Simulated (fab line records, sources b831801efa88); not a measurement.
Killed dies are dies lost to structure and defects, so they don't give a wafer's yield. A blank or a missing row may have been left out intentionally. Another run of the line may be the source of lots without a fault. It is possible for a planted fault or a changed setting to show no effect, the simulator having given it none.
Which tool is to blame? ; flow gf180mcu ; 45 wafers from 15 lots sampled at 5 of the route's 602 steps

== WHAT THE GAUGES READ, wafer by wafer ==
GF_POLY_GATE_OVL_MEAS_11. Usual: POLY_GATE_OVL typically reads 4 nm, with standard deviation 5.9.
lot;measured;on;POLY_GATE_OVL (nm);flag
L439;day 9 04:22;overlay-01;13 11 12;
L440;day 9 14:33;overlay-02;3 4 5;
L441;day 9 22:54;overlay-02;-2 0 -3;
L442;day 10 05:24;overlay-02;7 7 0;
L444;day 10 15:21;overlay-02;-2 -4 -8;
L446;day 11 05:31;overlay-01;7 -1 9;
L447;day 11 09:45;overlay-01;5 3 3;
L451;day 12 15:05;overlay-02;10 4 7;
L452;day 13 02:22;overlay-02;-3 16 5;
L453;day 13 08:12;overlay-02;4 3 11;
L458;day 14 20:26;overlay-01;0 4 1;
L459;day 15 04:55;overlay-01;15 15 16;
L460;day 15 08:42;overlay-01;4 9 1;
L461;day 16 01:28;overlay-02;5 10 2;
L462;day 16 08:11;overlay-01;6 10 6;

GF_HV_LDD_TW_MEAS_11. Usual: HV_LDD_TW typically reads 2423, with standard deviation 11.
lot;measured;on;HV_LDD_TW;flag
L439;day 10 00:22;film-metro-01;2418 2403 2416;
L440;day 10 10:05;film-metro-03;2416 2417 2402;
L441;day 10 18:41;film-metro-04;2417 2415 2420;
L442;day 11 02:01;film-metro-01;2436 2427 2427;
L444;day 11 12:02;film-metro-03;2409 2409 2408;
L446;day 12 02:29;film-metro-01;2420 2421 2418;
L447;day 12 06:29;film-metro-03;2427 2420 2412;
L451;day 13 13:40;film-metro-03;2421 2424 2414;
L452;day 14 00:14;film-metro-04;2436 2415 2438;
L453;day 14 08:14;film-metro-04;2419 2429 2417;
L458;day 15 20:00;film-metro-04;2430 2434 2422;
L459;day 16 06:04;film-metro-03;2417 2418 2423;
L460;day 16 08:49;film-metro-01;2414 2416 2423;
L461;day 17 01:23;film-metro-01;2431 2428 2433;
L462;day 17 10:07;film-metro-03;2389 2410 2401;

GF_HV_LDD_TW_MEAS_50. Usual: HV_LDD_4_TW typically reads 572, with standard deviation 3.1.
lot;measured;on;HV_LDD_4_TW;flag
L439;day 12 10:00;film-metro-01;569 573 571;
L440;day 12 19:38;film-metro-03;574 571 570;
L441;day 13 06:05;film-metro-01;568 571 574;
L442;day 13 13:58;film-metro-04;576 574 577;
L444;day 14 00:53;film-metro-03;577 573 574;
L446;day 14 16:19;film-metro-03;574 575 576;
L447;day 14 20:22;film-metro-03;573 578 575;
L451;day 16 06:20;film-metro-01;30 30 30;OFF
L452;day 16 18:44;film-metro-03;30 30 30;OFF
L453;day 17 02:13;film-metro-01;30 30 30;OFF
L458;day 18 19:10;film-metro-04;576 573 574;
L459;day 19 04:42;film-metro-03;568 572 568;
L460;day 19 07:58;film-metro-03;569 565 567;
L461;day 20 02:08;film-metro-03;568 569 570;
L462;day 20 11:06;film-metro-03;570 568 568;

GF_HV_LDD_THK_MEAS_55. Usual: HV_LDD_CVD_54_THK typically reads 9.98 nm, with standard deviation 0.12.
lot;measured;on;HV_LDD_CVD_54_THK (nm);flag
L439;day 12 11:50;film-metro-03;9.99 9.89 9.79;
L440;day 12 20:57;film-metro-04;9.99 10.07 9.95;
L441;day 13 07:25;film-metro-04;10.08 10.21 10.21;
L442;day 13 15:17;film-metro-03;10.13 9.98 10.08;
L444;day 14 02:13;film-metro-01;9.83 9.82 9.99;
L446;day 14 17:38;film-metro-04;9.81 10.05 9.92;
L447;day 14 22:11;film-metro-01;10.00 10.09 10.04;
L451;day 16 07:58;film-metro-03;10.17 9.99 9.98;
L452;day 16 20:34;film-metro-03;9.92 10.05 10.06;
L453;day 17 03:32;film-metro-03;9.92 9.72 9.91;
L458;day 18 20:29;film-metro-03;9.83 9.78 9.72;
L459;day 19 06:01;film-metro-03;9.93 9.97 10.09;
L460;day 19 09:57;film-metro-03;9.88 9.94 10.01;
L461;day 20 03:27;film-metro-03;9.92 9.88 9.95;
L462;day 20 12:25;film-metro-03;10.00 9.88 9.92;

== TOOL THAT RAN EACH LOT (tool first, then ch and the chambers of the sampled wafers, then the start) ==
lot;GF_HV_LDD_IMPLANT_48
L439;implanter-02 ch 0, day 12 09:47
L440;implanter-02 ch 0, day 12 19:23
L441;implanter-02 ch 0, day 13 05:50
L442;implanter-01 ch 0, day 13 13:43
L444;implanter-04 ch 0, day 14 00:38
L446;implanter-01 ch 0, day 14 16:04
L447;implanter-04 ch 0, day 14 20:07
L451;implanter-01, day 16 06:07
L452;implanter-04, day 16 18:31
L453;implanter-04, day 17 01:58
L458;implanter-02 ch 0, day 18 18:56
L459;implanter-02 ch 0, day 19 04:29
L460;implanter-04 ch 0, day 19 07:43
L461;implanter-02 ch 0, day 20 01:53
L462;implanter-01 ch 0, day 20 10:52
- GF_HV_LDD_IMPLANT_48

== WHAT THE TOOLS THEMSELVES READ (means of the sampled wafers that have a number; where no wafer has one, the mark that the record gives instead) ==
GF_HV_LDD_IMPLANT_48. Usual: beam-energy-keV 25.001, standard deviation 0.0077; beam-on-s 10.02 s, standard deviation 0.19; faraday-current-uA 169, standard deviation 3.2.
lot;tool;beam-energy-keV;beam-on-s (s);faraday-current-uA;flag
L439;implanter-02;25.004;9.94;170;
L440;implanter-02;24.996;9.99;170;
L441;implanter-02;25.005;9.95;170;
L442;implanter-01;24.994;9.99;169;
L444;implanter-04;25.000;9.96;170;
L446;implanter-01;25.000;10.17;167;
L447;implanter-04;24.992;10.05;169;
L451;implanter-01;-;-;-;OFF
L452;implanter-04;-;-;-;OFF
L453;implanter-04;-;-;-;OFF
L458;implanter-02;25.003;10.05;169;
L459;implanter-02;25.003;10.11;168;
L460;implanter-04;24.997;10.05;168;
L461;implanter-02;25.009;10.06;168;
L462;implanter-01;24.998;9.91;171;

== THE ANSWER, worked out from the rows above alone ==
Rule: take the mean of a lot's wafers that have a number; if it is more than 3 standard deviations from the usual mean, the lot is off. Also off: a lot with no number at a reading for which 4 or more lots have one. Any other lot the step has rows for is counted as sound. After the gauges, taken in route order, come the tools' own readings; for these a lot's mean is taken, as printed above. At the first step where some lot is off, the reading lying furthest off is the one used; lots without a number count as furthest.
Off: L451, L452, L453, seen at GF_HV_LDD_TW_MEAS_50 (HV_LDD_4_TW).
A tool fits if, at a process step before that reading, it ran every lot that is off, and no sound lot after the first of them. Not tried: the gauges at GF_HV_LDD_TW_MEAS_50; whatever is off there is also off at GF_HV_LDD_IMPLANT_48, on other tools, and gauge error can't account for it. None of those tried fits.

== WHAT HAD BEEN PUT IN BY THE SIMULATOR ==
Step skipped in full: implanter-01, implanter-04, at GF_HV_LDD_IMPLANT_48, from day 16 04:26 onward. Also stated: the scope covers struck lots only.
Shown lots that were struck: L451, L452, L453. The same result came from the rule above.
